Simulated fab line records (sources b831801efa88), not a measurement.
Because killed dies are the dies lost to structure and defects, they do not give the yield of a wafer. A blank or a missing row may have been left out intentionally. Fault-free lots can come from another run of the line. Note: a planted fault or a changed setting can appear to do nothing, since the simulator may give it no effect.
Which tool is to blame? :: flow sky130 :: 33 wafers from 11 lots sampled at 7 of the route's 708 steps

WHAT EACH GAUGE READ, for each wafer
SKY_RES_XHIGH_TW_MEAS_09. Usual: RES_XHIGH_TW 1644, standard deviation 9.3.
lot: L172
measured: day 26 22:28
on: film metro-04
RES_XHIGH_TW: 1657 1650 1645
flag: 

lot: L173
measured: day 27 08:30
on: film metro-03
RES_XHIGH_TW: 1646 1627 1644
flag: 

lot: L175
measured: day 28 03:30
on: film metro-03
RES_XHIGH_TW: 1629 1637 1623
flag: 

lot: L183
measured: day 31 01:42
on: film metro-03
RES_XHIGH_TW: 1658 1644 1643
flag: 

lot: L187
measured: day 31 20:12
on: film metro-04
RES_XHIGH_TW: 1648 1651 1652
flag: 

lot: L188
measured: day 32 05:58
on: film metro-03
RES_XHIGH_TW: 1661 1662 1655
flag: 

lot: L189
measured: day 32 16:08
on: film metro-04
RES_XHIGH_TW: 1645 1638 1626
flag: 

lot: L191
measured: day 33 07:05
on: film metro-02
RES_XHIGH_TW: 1639 1638 1638
flag: 

lot: L193
measured: day 33 23:03
on: film metro-02
RES_XHIGH_TW: 1645 1621 1645
flag: 

lot: L194
measured: day 34 02:28
on: film metro-02
RES_XHIGH_TW: 1630 1637 1634
flag: 

lot: L195
measured: day 34 07:37
on: film metro-03
RES_XHIGH_TW: 1653 1641 1641
flag: 

SKY_SD_N_CD_MEAS_07: target cd 380 nm. Usual: 379.2 nm for cd nm, sd 2.3.
lot: L172
measured: day 28 03:12
on: cd sem-01
cd nm (nm): 378.5 381.7 382.6
flag: 

lot: L173
measured: day 28 13:12
on: cd sem-01
cd nm (nm): 382.7 384.0 381.7
flag: 

lot: L175
measured: day 29 08:05
on: cd sem-02
cd nm (nm): 379.5 380.0 376.2
flag: 

lot: L183
measured: day 32 05:41
on: cd sem-01
cd nm (nm): 377.2 378.4 -
flag: 

lot: L187
measured: day 32 23:36
on: cd sem-01
cd nm (nm): 379.7 379.9 379.7
flag: 

lot: L188
measured: day 33 09:52
on: cd sem-02
cd nm (nm): 376.4 378.5 378.5
flag: 

lot: L189
measured: day 33 18:48
on: cd sem-02
cd nm (nm): 377.0 376.3 381.1
flag: 

lot: L191
measured: day 34 09:27
on: cd sem-02
cd nm (nm): 384.6 382.9 382.8
flag: 

lot: L193
measured: day 35 01:46
on: cd sem-02
cd nm (nm): 382.9 382.1 383.7
flag: 

lot: L194
measured: day 35 03:38
on: cd sem-01
cd nm (nm): 379.4 379.7 377.5
flag: 

lot: L195
measured: day 35 10:29
on: cd sem-01
cd nm (nm): 375.5 375.9 377.3
flag: 

SKY_SD_N_OVL_MEAS_08. Usual: SD_N_OVL -0.5 nm, standard deviation 1.2.
lot: L172
measured: day 28 03:18
on: overlay-02
SD_N_OVL (nm): 1.6 2.2 1.4
flag: 

lot: L173
measured: day 28 13:19
on: overlay-02
SD_N_OVL (nm): 0.0 -0.9 -1.1
flag: 

lot: L175
measured: day 29 08:13
on: overlay-01
SD_N_OVL (nm): -2.6 -0.7 -2.5
flag: 

lot: L183
measured: day 32 05:49
on: overlay-02
SD_N_OVL (nm): 1.9 0.1 -
flag: 

lot: L187
measured: day 32 23:43
on: overlay-02
SD_N_OVL (nm): -0.3 -1.1 -0.8
flag: 

lot: L188
measured: day 33 09:58
on: overlay-01
SD_N_OVL (nm): 0.5 0.2 -0.6
flag: 

lot: L189
measured: day 33 18:55
on: overlay-02
SD_N_OVL (nm): 0.6 0.3 -1.6
flag: 

lot: L191
measured: day 34 09:32
on: overlay-01
SD_N_OVL (nm): 0.9 -0.5 -0.2
flag: 

lot: L193
measured: day 35 01:52
on: overlay-01
SD_N_OVL (nm): -2.2 -2.7 -1.4
flag: 

lot: L194
measured: day 35 03:46
on: overlay-02
SD_N_OVL (nm): -0.4 -1.7 -1.8
flag: 

lot: L195
measured: day 35 10:37
on: overlay-02
SD_N_OVL (nm): -0.8 -0.8 -0.5
flag: 

SKY_SD_N_TW_MEAS_12. Usual: SD_N_TW 4003, standard deviation 22.
lot: L172
measured: day 28 03:44
on: film metro-03
SD_N_TW: 3953 3975 3957
flag: 

lot: L173
measured: day 28 13:45
on: film metro-03
SD_N_TW: 3946 3974 3968
flag: 

lot: L175
measured: day 29 08:39
on: film metro-04
SD_N_TW: 4000 3995 4024
flag: 

lot: L183
measured: day 32 06:15
on: film metro-04
SD_N_TW: 4000 3999 30
flag: OFF

lot: L187
measured: day 33 00:09
on: film metro-04
SD_N_TW: 4002 3992 3993
flag: 

lot: L188
measured: day 33 10:25
on: film metro-03
SD_N_TW: 3970 3991 4005
flag: 

lot: L189
measured: day 33 19:21
on: film metro-03
SD_N_TW: 3981 4003 3994
flag: 

lot: L191
measured: day 34 09:59
on: film metro-02
SD_N_TW: 3980 3964 3977
flag: 

lot: L193
measured: day 35 02:19
on: film metro-04
SD_N_TW: 3998 3992 4020
flag: 

lot: L194
measured: day 35 04:12
on: film metro-04
SD_N_TW: 4021 4018 4037
flag: 

lot: L195
measured: day 35 11:03
on: film metro-04
SD_N_TW: 4037 4017 4010
flag: 

WHICH TOOL RAN EACH LOT (tool, then ch and the chambers of the sampled wafers, then the start)
lot: L172
SKY_LDD_HVP_STRIP_09: plasma asher-01 ch 0,1, day 21 20:32
SKY_RES_XHIGH_STRIP_08: plasma asher-04 ch 0,1, day 26 22:21
SKY_SD_N_DEVELOP_06: litho track-01 ch 0, day 28 03:01

lot: L173
SKY_LDD_HVP_STRIP_09: plasma asher-04 ch 0,1, day 22 07:11
SKY_RES_XHIGH_STRIP_08: plasma asher-04 ch 0,1, day 27 08:24
SKY_SD_N_DEVELOP_06: litho track-03 ch 0, day 28 13:03

lot: L175
SKY_LDD_HVP_STRIP_09: plasma asher-03 ch 0,1, day 23 04:17
SKY_RES_XHIGH_STRIP_08: plasma asher-03 ch 0,1, day 28 03:24
SKY_SD_N_DEVELOP_06: litho track-04 ch 0, day 29 07:56

lot: L183
SKY_LDD_HVP_STRIP_09: plasma asher-03 ch 0,1, day 26 03:53
SKY_RES_XHIGH_STRIP_08: plasma asher-01 ch 0, day 31 01:36
SKY_SD_N_DEVELOP_06: litho track-01 ch 0, day 32 05:32

lot: L187
SKY_LDD_HVP_STRIP_09: plasma asher-01 ch 0,1, day 26 23:47
SKY_RES_XHIGH_STRIP_08: plasma asher-03 ch 0,1, day 31 20:06
SKY_SD_N_DEVELOP_06: litho track-03 ch 0, day 32 23:27

lot: L188
SKY_LDD_HVP_STRIP_09: plasma asher-03 ch 0,1, day 27 09:56
SKY_RES_XHIGH_STRIP_08: plasma asher-04 ch 0,1, day 32 05:52
SKY_SD_N_DEVELOP_06: litho track-03 ch 0, day 33 09:43

lot: L189
SKY_LDD_HVP_STRIP_09: plasma asher-04 ch 0,1, day 28 00:11
SKY_RES_XHIGH_STRIP_08: plasma asher-03 ch 0,1, day 32 16:02
SKY_SD_N_DEVELOP_06: litho track-03 ch 0, day 33 18:39

lot: L191
SKY_LDD_HVP_STRIP_09: plasma asher-03 ch 0,1, day 28 13:07
SKY_RES_XHIGH_STRIP_08: plasma asher-03 ch 0,1, day 33 06:59
SKY_SD_N_DEVELOP_06: litho track-04 ch 0, day 34 09:19

lot: L193
SKY_LDD_HVP_STRIP_09: plasma asher-03 ch 0,1, day 29 03:17
SKY_RES_XHIGH_STRIP_08: plasma asher-01 ch 0,1, day 33 22:56
SKY_SD_N_DEVELOP_06: litho track-03 ch 0, day 35 01:37

lot: L194
SKY_LDD_HVP_STRIP_09: plasma asher-03 ch 0,1, day 29 07:29
SKY_RES_XHIGH_STRIP_08: plasma asher-03 ch 0,1, day 34 02:22
SKY_SD_N_DEVELOP_06: litho track-01 ch 0, day 35 03:29

lot: L195
SKY_LDD_HVP_STRIP_09: plasma asher-01 ch 1, day 29 15:56
SKY_RES_XHIGH_STRIP_08: plasma asher-01 ch 0,1, day 34 07:31
SKY_SD_N_DEVELOP_06: litho track-04 ch 0, day 35 10:20
- SKY_LDD_HVP_STRIP_09: strips in O2/N2.
- SKY_RES_XHIGH_STRIP_08: strips in O2/N2.
- SKY_SD_N_DEVELOP_06: develop time 60 s.

WHAT THE TOOLS THEMSELVES READ (means of the sampled wafers that have a number; where no wafer has one, the mark that the record gives instead)
SKY_LDD_HVP_STRIP_09. Usual: drypump motor current A 5.46 A, standard deviation 0.21; oes product au 0.409 a.u., standard deviation 0.0048; strip time to endpoint s 4.133 s, standard deviation 0.017.
lot: L172
tool: plasma asher-01
drypump motor current A (A): 5.47
oes product au (a.u.): 0.410
strip time to endpoint s (s): 4.117
flag: 

lot: L173
tool: plasma asher-04
drypump motor current A (A): 5.33
oes product au (a.u.): 0.408
strip time to endpoint s (s): 4.122
flag: 

lot: L175
tool: plasma asher-03
drypump motor current A (A): 5.55
oes product au (a.u.): 0.406
strip time to endpoint s (s): 4.130
flag: 

lot: L183
tool: plasma asher-03
drypump motor current A (A): 5.55
oes product au (a.u.): 0.406
strip time to endpoint s (s): 4.117
flag: 

lot: L187
tool: plasma asher-01
drypump motor current A (A): 5.49
oes product au (a.u.): 0.409
strip time to endpoint s (s): 4.133
flag: 

lot: L188
tool: plasma asher-03
drypump motor current A (A): 5.56
oes product au (a.u.): 0.411
strip time to endpoint s (s): 4.133
flag: 

lot: L189
tool: plasma asher-04
drypump motor current A (A): 5.31
oes product au (a.u.): 0.408
strip time to endpoint s (s): 4.155
flag: 

lot: L191
tool: plasma asher-03
drypump motor current A (A): 5.44
oes product au (a.u.): 0.409
strip time to endpoint s (s): 4.131
flag: 

lot: L193
tool: plasma asher-03
drypump motor current A (A): 5.43
oes product au (a.u.): 0.406
strip time to endpoint s (s): 4.145
flag: 

lot: L194
tool: plasma asher-03
drypump motor current A (A): 5.43
oes product au (a.u.): 0.407
strip time to endpoint s (s): 4.124
flag: 

lot: L195
tool: plasma asher-01
drypump motor current A (A): 5.43
oes product au (a.u.): 0.415
strip time to endpoint s (s): 4.155
flag: 

SKY_RES_XHIGH_STRIP_08. Usual: drypump motor current A 5.46 A, standard deviation 0.2; oes product au 0.710 a.u., standard deviation 0.0045; strip time to endpoint s 14.28 s, standard deviation 0.047.
lot: L172
tool: plasma asher-04
drypump motor current A (A): 5.31
oes product au (a.u.): 0.709
strip time to endpoint s (s): 14.23
flag: 

lot: L173
tool: plasma asher-04
drypump motor current A (A): 5.32
oes product au (a.u.): 0.709
strip time to endpoint s (s): 14.26
flag: 

lot: L175
tool: plasma asher-03
drypump motor current A (A): 5.56
oes product au (a.u.): 0.712
strip time to endpoint s (s): 14.28
flag: 

lot: L183
tool: plasma asher-01
drypump motor current A (A): 5.53
oes product au (a.u.): 0.709
strip time to endpoint s (s): 14.28
flag: 

lot: L187
tool: plasma asher-03
drypump motor current A (A): 5.40
oes product au (a.u.): 0.711
strip time to endpoint s (s): 14.24
flag: 

lot: L188
tool: plasma asher-04
drypump motor current A (A): 5.49
oes product au (a.u.): 0.709
strip time to endpoint s (s): 14.25
flag: 

lot: L189
tool: plasma asher-03
drypump motor current A (A): 5.42
oes product au (a.u.): 0.708
strip time to endpoint s (s): 14.31
flag: 

lot: L191
tool: plasma asher-03
drypump motor current A (A): 5.55
oes product au (a.u.): 0.718
strip time to endpoint s (s): 14.24
flag: 

lot: L193
tool: plasma asher-01
drypump motor current A (A): 5.50
oes product au (a.u.): 0.708
strip time to endpoint s (s): 14.18
flag: 

lot: L194
tool: plasma asher-03
drypump motor current A (A): 5.41
oes product au (a.u.): 0.712
strip time to endpoint s (s): 14.24
flag: 

lot: L195
tool: plasma asher-01
drypump motor current A (A): 5.48
oes product au (a.u.): 0.714
strip time to endpoint s (s): 14.24
flag: 

THE ANSWER, worked out from the rows above alone
Rule: lot off if the mean of its wafers having a number is beyond 3 standard deviations from the usual mean. A lot without any number at a reading at which 4 lots or more have one is off too. Where the step has rows for the other lots, those lots are counted as sound. First the gauges in route order, then the tools' own readings, where a lot's mean is used as printed above. The first step at which some lot is off is used, and at that step the reading that is off furthest; a lot without a number counts as furthest.
Off: L183, seen at SKY_SD_N_TW_MEAS_12 (SD_N_TW).
If a tool, at a process step before that reading, ran all the lots that are off and no sound lot after the first of them, it fits. Those tools and the gauges at SKY_SD_N_TW_MEAS_12 are tried in the same way. No candidate that was tried fits.

WHAT HAD BEEN PUT IN BY THE SIMULATOR
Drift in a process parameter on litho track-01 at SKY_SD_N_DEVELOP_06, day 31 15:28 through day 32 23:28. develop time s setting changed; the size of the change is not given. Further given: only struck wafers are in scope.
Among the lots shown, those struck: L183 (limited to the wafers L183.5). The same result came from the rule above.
